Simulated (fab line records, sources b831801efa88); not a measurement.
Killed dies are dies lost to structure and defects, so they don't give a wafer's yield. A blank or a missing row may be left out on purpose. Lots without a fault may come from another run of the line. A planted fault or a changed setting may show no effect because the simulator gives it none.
fab line records | flow gf180mcu
record lots=7 wafers=21 last_day=34
route steps=602 shown M4@457
lots that met no fault: from a run of the same line without faults
start_h: hours from the record's first day to the start of the lot's first wafer shown | wait_h: hours since the lot's step before | " the same as in the row above | L1.1+2: a row that stands for several wafers | - no value, or no start given | * or withheld: withheld | < > ~ a bound
route shown NAME@n: a module of which the file shows steps, and the number in the route of the first | usual: mean/standard deviation of fault-free wafers | same: alike in all rows | chamber/n: place in a boat | sites: the reading at each site | _std_site: their standard deviation | _edge_site: outer sites' mean less inner sites' | radius_mm: how far each site lies from the wafer's centre | mask NAME#n: copy n | behind: the tool/chamber that last shaped the wafer | hold: why the lot was held/for how many hours/how that ended | device: the transistor (n, p or np) that didn't switch | end of line: the same wafers' tests at the end of the route | a step without rows: its recipe alone | killed: dies lost to structure and defects at the first sort, not the wafer's yield | map: a wafer's dies, x killed, . not, _ none there
set.NAME: the setting as run; set.NAME@STEP: as run at that earlier step | model.NAME: the simulator's own value behind a step, which no gauge read
lots at some steps of the route; a table a step, a row a wafer
services: from which hour (start_h, from the record's first day; less than 0 if before it) a tool's chamber was out of use, for how many hours, and why
## steps
# step GF_M4_SPUTTER_01
# recipe material=TiN target_thk_nm=30 power_w=6500 time_s=25 chamber_pressure_pa=0.4
# usual throttle_valve_pct=30.0/1.2
# columns lot.wafer tool chamber start_h wait_h throttle_valve_pct
L897.3 pvd_sputter-01 - 514.33 0.1 28.6
L897.4 " - " " 29.2
L897.6 " - " " 28.6
L900.3 pvd_sputter-04 - 548.10 0.1 30.9
L900.4 " - " " 31.3
L900.5 " - " " 30.8
L910.2 pvd_sputter-04 - 617.05 0.1 31.4
L910.3 " - " " 31.0
L910.5 " - " " 31.0
L911.1 pvd_sputter-01 - 626.83 0.1 30.1
L911.4 " - " " 29.9
L911.6 " - " " 27.8
L912.1 pvd_sputter-03 - 633.42 0.1 29.5
L912.4 " - " " 27.8
L912.6 " - " " 27.9
L918.1 pvd_sputter-04 - 682.11 0.1 30.6
L918.3 " - " " 29.8
L918.6 " - " " 29.9
L919.3 pvd_sputter-01 - 683.09 0.1 27.6
L919.4 " - " " 30.0
L919.6 " - " " 29.7
# step GF_M4_SPUTTER_02
# recipe material=AlCu target_thk_nm=450 power_w=10600 time_s=23.9 chamber_pressure_pa=0.4
# usual throttle_valve_pct=30.0/1.3
# columns lot.wafer tool chamber start_h wait_h throttle_valve_pct
L897.3 pvd_sputter-01 - 514.36 0.0 28.8
L897.4 " - " " 29.8
L897.6 " - " " 28.6
L900.3 pvd_sputter-04 - 548.13 0.0 30.9
L900.4 " - " " 31.5
L900.5 " - " " 30.3
L910.2 pvd_sputter-04 - 617.08 0.0 31.4
L910.3 " - " " 31.1
L910.5 " - " " 30.6
L911.1 pvd_sputter-01 - 626.86 0.0 30.1
L911.4 " - " " 29.6
L911.6 " - " " 27.7
L912.1 pvd_sputter-03 - 633.45 0.0 29.5
L912.4 " - " " 28.1
L912.6 " - " " 27.9
L918.1 pvd_sputter-04 - 682.14 0.0 30.6
L918.3 " - " " 29.8
L918.6 " - " " 29.7
L919.3 pvd_sputter-01 - 683.12 0.0 27.6
L919.4 " - " " 30.2
L919.6 " - " " 29.5
# step GF_M4_SPUTTER_03
# recipe material=Ti target_thk_nm=10 substrate_temp_c=300 chamber_pressure_pa=0.3 power_w=3000 time_s=6.7
# usual substrate_temp_c=300.03/0.19 throttle_valve_pct=30.0/1.3
# columns lot.wafer tool chamber start_h wait_h substrate_temp_c throttle_valve_pct
L897.3 pvd_sputter-01 - 514.39 0.0 300.13 29.0
L897.4 " - " " 299.62 29.6
L897.6 " - " " 300.09 28.9
L900.3 pvd_sputter-04 - 548.16 0.0 299.89 30.8
L900.4 " - " " 300.02 31.5
L900.5 " - " " 299.86 30.6
L910.2 pvd_sputter-04 - 617.11 0.0 299.56 31.2
L910.3 " - " " 299.87 31.0
L910.5 " - " " 299.98 30.5
L911.1 pvd_sputter-01 - 626.89 0.0 299.69 30.0
L911.4 " - " " 299.97 29.5
L911.6 " - " " 300.06 27.3
L912.1 pvd_sputter-03 - 633.48 0.0 299.49 29.4
L912.4 " - " " 300.16 27.9
L912.6 " - " " 300.18 27.6
L918.1 pvd_sputter-04 - 682.17 0.0 300.11 30.8
L918.3 " - " " 299.86 29.8
L918.6 " - " " 300.05 30.0
L919.3 pvd_sputter-01 - 683.15 0.0 300.25 27.4
L919.4 " - " " 300.27 30.2
L919.6 " - " " 300.13 29.7
# step GF_M4_SPUTTER_04
# recipe material=TiN target_thk_nm=50 power_w=6500 time_s=41.7 chamber_pressure_pa=0.4
# usual throttle_valve_pct=30.0/1.3
# columns lot.wafer tool chamber start_h wait_h throttle_valve_pct
L897.3 pvd_sputter-01 - 514.41 0.0 28.5
L897.4 " - " " 29.5
L897.6 " - " " 28.9
L900.3 pvd_sputter-04 - 548.18 0.0 30.9
L900.4 " - " " 31.3
L900.5 " - " " 30.7
L910.2 pvd_sputter-04 - 617.13 0.0 31.2
L910.3 " - " " 30.8
L910.5 " - " " 30.7
L911.1 pvd_sputter-01 - 626.91 0.0 30.3
L911.4 " - " " 29.7
L911.6 " - " " 27.6
L912.1 pvd_sputter-03 - 633.50 0.0 29.5
L912.4 " - " " 27.9
L912.6 " - " " 27.8
L918.1 pvd_sputter-04 - 682.19 0.0 30.5
L918.3 " - " " 30.0
L918.6 " - " " 29.8
L919.3 pvd_sputter-01 - 683.17 0.0 27.4
L919.4 " - " " 30.2
L919.6 " - " " 29.5
# step GF_M4_RS_MEAS_05
# recipe thk_meas_gauge=four-point-probe reads=TiN_of_M4_SPUTTER_04+Ti_of_M4_SPUTTER_03+AlCu_of_M4_SPUTTER_02+TiN_of_M4_SPUTTER_01+Ti_of_M4_SPUTTER_00
# usual M4_ALCU_RS=0.0702/0.0011
# columns lot.wafer tool chamber start_h wait_h M4_ALCU_RS[ohm/sq]
L897.3 film_metro-03 - 514.49 0.1 0.0699
L897.4 " - " " 0.0694
L897.6 " - " " 0.0692
L900.3 film_metro-02 - 548.26 0.1 0.0718
L900.4 " - " " 0.0710
L900.5 " - " " 0.0708
L910.2 film_metro-02 - 617.19 0.0 0.0719
L910.3 " - " " 0.0716
L910.5 " - " " 0.0710
L911.1 film_metro-02 - 626.95 0.0 0.0697
L911.4 " - " " 0.0698
L911.6 " - " " 0.0691
L912.1 film_metro-01 - 633.54 0.0 0.0689
L912.4 " - " " 0.0681
L912.6 " - " " 0.0681
L918.1 film_metro-02 - 682.23 0.0 0.0689
L918.3 " - " " 0.0690
L918.6 " - " " 0.0695
L919.3 film_metro-01 - 683.25 0.1 0.0685
L919.4 " - " " 0.0696
L919.6 " - " " 0.0697
# step GF_M4_THK_MEAS_06
# recipe thk_meas_gauge=xrf reads=AlCu_of_M4_SPUTTER_02
# usual M4_ALCU_THK=449/7.4
# columns lot.wafer tool chamber start_h wait_h M4_ALCU_THK[nm]
L897.3 film_metro-03 - 514.59 0.1 453
L897.4 " - " " 457
L897.6 " - " " 456
L900.3 film_metro-02 - 548.36 0.1 438
L900.4 " - " " 441
L900.5 " - " " 445
L910.2 film_metro-02 - 617.30 0.1 435
L910.3 " - " " 439
L910.5 " - " " 440
L911.1 film_metro-02 - 627.07 0.1 450
L911.4 " - " " 453
L911.6 " - " " 460
L912.1 film_metro-01 - 633.66 0.1 454
L912.4 " - " " 462
L912.6 " - " " 462
L918.1 film_metro-02 - 682.35 0.1 455
L918.3 " - " " 455
L918.6 " - " " 452
L919.3 film_metro-01 - 683.35 0.1 461
L919.4 " - " " 450
L919.6 " - " " 454
# step GF_M4_DEHYDRATE_07
# recipe temp_c=200 time_s=60
# step GF_M4_HMDS_08
# recipe prime_time_s=60 prime_temp_c=120
# step GF_M4_COAT_09
# recipe resist=KrF spin_rpm=withheld resist_thk_nm=1000
# step GF_M4_SOFTBAKE_10
# recipe temp_c=130 time_s=60 resist=KrF
# step GF_M4_EXPOSE_11
# recipe mask_id=Metal4 target_cd_nm=280 na=0.68 source_shape=conventional sigma_outer=0.6 dose_mj=28
# step GF_M4_PEB_12
# recipe peb_temp_c=135 peb_time_s=90 resist=KrF
# step GF_M4_DEVELOP_13
# recipe develop_time_s=60 dev_temp_c=21
# usual chill_plate_temp_C=23.01/0.098 develop_time_s=60/0
# columns lot.wafer tool chamber start_h wait_h chill_plate_temp_C develop_time_s model.KrF_of_M4_COAT_09.thk_nm
L897.3 litho_track-04 0 537.12 0.1 23.08 60 979.5
L897.4 " 0 " " 23.25 60 982
L897.6 " 0 " " 22.98 60 980.8
L900.3 litho_track-03 0 570.15 0.1 22.95 60 984.2
L900.4 " 0 " " 22.98 60 983.3
L900.5 " 0 " " 23.00 60 984.1
L910.2 litho_track-02 - 637.07 0.2 - - 1002
L910.3 " - " " - - 1001
L910.5 " - " " - - 998.7
L911.1 litho_track-04 - 646.87 0.2 - - 996.7
L911.4 " - " " - - 994.8
L911.6 " - " " - - 997.9
L912.1 litho_track-02 - 653.55 0.2 - - 1000
L912.4 " - " " - - 1003
L912.6 " - " " - - 1003
L918.1 litho_track-02 0 701.64 0.2 22.98 60 984.9
L918.3 " 0 " " 22.88 60 985.2
L918.6 " 0 " " 22.91 60 986.2
L919.3 litho_track-02 0 702.04 0.1 23.12 60 987.8
L919.4 " 0 " " 22.94 60 989.1
L919.6 " 0 " " 22.88 60 986.4
# step GF_M4_CD_MEAS_14
# recipe target_cd_nm=280
# usual cd_nm=280.4/1.2
# columns lot.wafer tool chamber start_h wait_h cd_nm
L897.3 cd_sem-02 - 537.26 0.1 280.1
L897.4 " - " " 282.0
L897.6 " - " " 279.9
L900.3 cd_sem-02 - 570.29 0.1 281.2
L900.4 " - " " 281.5
L900.5 " - " " 280.9
L910.2 cd_sem-02 - 637.22 0.1 -
L910.3 " - " " -
L910.5 " - " " -
L911.1 cd_sem-02 - 647.02 0.1 -
L911.4 " - " " -
L911.6 " - " " -
L912.1 cd_sem-02 - 653.70 0.1 -
L912.4 " - " " -
L912.6 " - " " -
L918.1 cd_sem-02 - 701.79 0.1 280.4
L918.3 " - " " 279.5
L918.6 " - " " 280.2
L919.3 cd_sem-02 - 702.18 0.1 278.9
L919.4 " - " " 280.4
L919.6 " - " " 279.6
## services
# columns tool chamber start_h hours kind
pvd_sputter-04 - 557.64 3.3 repair
pvd_sputter-01 3 562.73 - consumable_replace:kit
pvd_sputter-01 3 562.73 18.0 scheduled_down
pvd_sputter-01 3 562.73 18.0 vent_cycle
pvd_sputter-03 2 563.66 - consumable_replace:kit
pvd_sputter-03 2 563.66 18.0 scheduled_down
pvd_sputter-03 2 563.66 18.0 vent_cycle
pvd_sputter-03 - 580.63 13.0 repair
pvd_sputter-04 1 581.26 - consumable_replace:kit
pvd_sputter-04 1 581.26 18.0 scheduled_down
pvd_sputter-04 1 581.26 18.0 vent_cycle
pvd_sputter-01 - 583.29 1.2 repair
pvd_sputter-04 - 593.87 2.7 repair
pvd_sputter-04 - 663.54 1.7 repair
pvd_sputter-01 2 672.86 - consumable_replace:kit
pvd_sputter-01 2 672.86 18.0 scheduled_down
pvd_sputter-01 2 672.86 18.0 vent_cycle
pvd_sputter-04 - 688.91 6.0 repair
pvd_sputter-04 0 695.87 - consumable_replace:kit
pvd_sputter-04 0 695.87 18.0 scheduled_down
pvd_sputter-04 0 695.87 18.0 vent_cycle
## key
first_sign step=GF_M4_DEVELOP_13 reading=tool_record direction=missing
effect none on later readings
model_effect step=GF_M4_DEVELOP_13 value=KrF_of_M4_COAT_09.thk_nm without=984.7 struck=999.7
met_at GF_M4_DEVELOP_13
struck_wafers L910.2,L910.3,L910.5,L911.1,L911.4,L911.6,L912.1,L912.4,L912.6
later_rows_left_out L910.2,L910.3,L910.5,L911.1,L911.4,L911.6,L912.1,L912.4,L912.6
sort_left_out L910.2,L910.3,L910.5,L911.1,L911.4,L911.6,L912.1,L912.4,L912.6
onset_between 537.12 637.07
fault kind=skipped_step_whole tool=litho_track-02,litho_track-04 chamber=- onset_h=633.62 steps=GF_M4_DEVELOP_13 scope=struck_lots_only
# sort_left_out: the simulated sort isn't trusted on such a fault, so these wafers' sort isn't shown, and their yield isn't known
# later_rows_left_out: the simulator's readings of these wafers behind a module that went badly wrong aren't trusted and aren't shown, but for the sort
